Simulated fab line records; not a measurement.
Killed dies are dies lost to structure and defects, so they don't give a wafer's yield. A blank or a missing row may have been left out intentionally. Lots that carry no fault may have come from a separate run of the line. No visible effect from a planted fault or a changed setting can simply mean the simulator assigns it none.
Struck lot and sound lot, side by side	flow sky130	28 out of 708 route steps
Sound: the wafers L829.1, L829.4, L829.6. Struck: wafers L837.3, L837.4, L837.5. The cause is named last.
At each step with rows: each side's tool, then ch and its chambers, then its first start. Under that, the readings that differ: sound wafers	struck wafers	difference of the means	sigmas: that difference in standard deviations of wafers without a fault.
alike: words and numbers the same on both sides, and readings whose means are apart by under 2 such deviations; not compared: readings that were withheld, readings missing a value for some wafer, numbers with overlapping values and no deviation given by the record, and bounds like >300 which may hide the same value.
A row with sigmas, a row that says differs or no value, or rows on one side alone: a step with any of these is where the two part. Non-overlapping numbers with no deviation appear without sigmas and do not part them. A reading missing from all wafers of one side parts the sides only when that side holds two or more wafers.

SKY_VIA4_ETCH_12: etches SiO2 in C4F8/O2/Ar, stops on TiN, target depth 580 nm.
  sound on rie diel-03 ch 1,2,3, day 44 11:51; struck on rie diel-02 ch 0,2,3, day 46 19:57
  alike: oes product au
then, 5 steps without rows for these wafers: SKY_VIA4_STRIP_13 (strips in O2/N2); SKY_VIA4_STRIP_14 (strips in post etch residue remover, time 1200 s); SKY_VIA4_CLEAN_15 (cleans in IPA, time 180 s); SKY_VIA4_CLEAN_16 (cleans in O3/DIW); SKY_VIA4_SPUTTER_17 (material TiN, target thk 20 nm, time 80 s).
SKY_VIA4_CVD_18: deposits W, target thk 505 nm, time 152.14 s.
  sound on cvd w-02 ch 1, day 44 13:01; struck on cvd w-01 ch 0,1, day 46 20:51
  alike: heater power w
SKY_VIA4_RS_MEAS_19: the measuring method here is four-point-probe.
  sound: film metro-02 at day 44 13:10; struck: film metro-03 at day 46 20:59
  alike: VIA4_W_RS
SKY_VIA4_THK_MEAS_20: measures by xrf.
  sound: film metro-02 at day 44 13:17; struck: film metro-03 at day 46 21:05
reading	sound	struck	difference	sigmas
VIA4_W_THK (nm)	493 498 492	515 511 521	+21	+2
then, 3 steps without rows for these wafers: SKY_VIA4_CMP_21 (polishes, stops on SiO2, t overpolish 25 s, target thk 0 nm); SKY_METAL5_SPUTTER_00 (material Ti, target thk 15 nm, time 10 s); SKY_METAL5_SPUTTER_01 (material TiN, target thk 20 nm, time 16.7 s).
SKY_METAL5_SPUTTER_02: material AlCu, target thk 1150 nm, time 61.2 s.
  sound: pvd sputter-04 at day 44 13:41; struck: pvd sputter-03 at day 46 21:29
reading	sound	struck	difference	sigmas
model.AlCu_of_METAL5_SPUTTER_02.thk nm (nm)	1182 1163 1143	1896 1872 1893	+724	
  alike: cathode dc power W, throttle valve pct
SKY_METAL5_SPUTTER_03: material Ti, target thk 5 nm, time 3.3 s.
  sound: pvd sputter-04 at day 44 13:44; struck: pvd sputter-03 at day 46 21:32
  alike: cathode dc power W, throttle valve pct
then, 1 step without rows for these wafers: SKY_METAL5_SPUTTER_04 (material TiN, target thk 70 nm, time 58.3 s).
SKY_METAL5_RS_MEAS_05: the measuring method here is four-point-probe.
  sound: film metro-01 at day 44 13:49; struck: film metro-04 at day 46 21:38
reading	sound	struck	difference	sigmas
METAL5_ALCU_RS (ohm/sq)	0.0263 0.0268 0.0272	0.0164 0.0166 0.0164	-0.0103	-30
SKY_METAL5_THK_MEAS_06: measures by xrf.
  sound: film metro-01 at day 44 13:56; struck: film metro-04 at day 46 21:44
reading	sound	struck	difference	sigmas
METAL5_ALCU_THK (nm)	1199 1189 1154	1909 1892 1912	+724	+45
then, 7 steps without rows for these wafers: SKY_METAL5_DEHYDRATE_07 (time 60 s); SKY_METAL5_HMDS_08 (prime time 60 s); SKY_METAL5_COAT_09 (resist thk 1800 nm); SKY_METAL5_SOFTBAKE_10 (time 60 s); SKY_METAL5_EXPOSE_11 (exposes mask MM5, target cd 1600 nm); SKY_METAL5_PEB_12; SKY_METAL5_DEVELOP_13 (develop time 60 s).
SKY_METAL5_DESCUM_14: chemistry O2, time 11 s.
  sound on rie metal-04 ch 0,1, day 45 10:40; struck on rie metal-01 ch 0,1, day 47 16:40
  alike: drypump motor current A, oes product au
  not compared: rf hours counter h
SKY_METAL5_METAL_ETCH_15: etches the open film in Cl2/BCl3, stops on SiO2, target depth 1260 nm, time 252 s.
  sound on rie metal-04 ch 0,1, day 45 10:42; struck on rie metal-01 ch 0,1, day 47 16:46
reading	sound	struck	difference	sigmas
oes product au (a.u.)	0.891 0.902 0.884	0.968 0.980 0.959	+0.077	+16
  alike: drypump motor current A, throttle valve pct
  not compared: rf hours counter h
SKY_METAL5_STRIP_16: strips in O2/N2.
  sound on plasma asher-02 ch 0,1, day 45 10:56; struck on plasma asher-02 ch 0,1, day 47 16:58
reading	sound	struck	difference	sigmas
strip time to endpoint s (s)	12.99 12.92 12.92	13.56 13.42 13.60	+0.58	+2
  alike: drypump motor current A, oes product au
  not compared: rf hours counter h
SKY_PAD_OPEN_PROBE_99:
  sound: prober-01 at day 47 06:17; struck: prober-02 at day 49 09:43
reading	sound	struck	difference	sigmas
defect limited yield (%)	84.6 82.1 78.9	0 0	-82	-43
killed_at_M0_to_M3	42 46 63	46 25	-15	-2
killed_at_M4_up	4 4 6	403 426	+410	+99 or more
killed dies	76 88 104	492 492	+403	+44
sort_bin_5_function (%)	10.4 10.2 13.6	92.9 94.7	+82.4	+52
sort n pass	416 404 388	0 0	-403	-44
sort yield pct (%)	84.6 82.1 78.9	0 0	-82	-43
  alike: killed at contacts, killed at front end, killed at other, killed open, killed short, sort_bin_3_pad_short, sort_bin_6_memory

== WHERE THEY PART ==
At SKY_VIA4_THK_MEAS_20 first; at SKY_PAD_OPEN_PROBE_99 last (within this record only).

WHY: what had been put in by the simulator
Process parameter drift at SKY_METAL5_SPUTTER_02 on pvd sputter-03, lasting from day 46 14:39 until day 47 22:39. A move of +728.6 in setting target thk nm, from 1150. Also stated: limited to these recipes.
